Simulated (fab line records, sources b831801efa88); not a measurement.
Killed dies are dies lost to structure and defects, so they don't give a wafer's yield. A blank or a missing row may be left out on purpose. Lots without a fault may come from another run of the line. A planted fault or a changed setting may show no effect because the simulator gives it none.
Chamber matching | flow gf180mcu | GF_V4_CMP_26 on cmp-02: 4 sister chambers
The step polishes, stops on SiO2, t overpolish 15 s, target thk 0 nm. 8 wafers are shown with their chamber, then 9 later ones without.

WAFERS WITH THEIR CHAMBER
wafer  | chamber | time_to_endpoint_s (s) | motor_current_A (A)
L481.1 | 3       | 78                     | 12.9
L490.5 | 2       | 73                     | 11.3
L491.1 | 2       | 73                     | 10.6
L491.4 | 1       | 81                     | 11.1
L491.6 | 1       | 85                     | 10.7
L493.1 | 3       | 78                     | 12.4
L493.3 | 0       | 86                     | 11.0
L493.5 | 0       | 86                     | 10.3

WAFERS WITHOUT THEIR CHAMBER
wafer  | time_to_endpoint_s (s) | motor_current_A (A)
L495.2 | 79                     | 12.4
L495.3 | 92                     | 10.7
L495.6 | 80                     | 10.7
L498.2 | 90                     | 10.7
L498.3 | 86                     | 11.2
L498.4 | 79                     | 12.6
L499.1 | 73                     | 12.6
L499.2 | 83                     | 11.1
L499.6 | 86                     | 10.0

WHICH CHAMBER EACH WENT THROUGH
wafer  | from the rows above     | in truth
L495.2 | 3                       | 3
L495.3 | 0                       | 0
L495.6 | 1                       | 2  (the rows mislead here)
L498.2 | 0                       | 0
L498.3 | can't be placed: 0 or 1 | 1
L498.4 | 3                       | 3
L499.1 | can't be placed: 3 or 2 | 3
L499.2 | can't be placed: 1 or 0 | 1
L499.6 | can't be placed: 0 or 1 | 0
Placed correctly: 4 of 9. Can't be placed from these rows: 4 (the true chamber is among the candidates in 4). Placed wrongly: 1.
How it was worked out, from the rows above alone: a wafer's distance from a chamber is the root of the sum, over the readings, of the square of ((its reading less the chamber's mean) divided by the reading's scatter). The wafer belongs to the nearest chamber; if the next one is less than 2 further off, it can't be placed. A chamber's mean is the mean of its shown wafers. The scatter: the root of (the sum of the squares of (reading less its chamber's mean) over the shown wafers, divided by (wafers less chambers)).
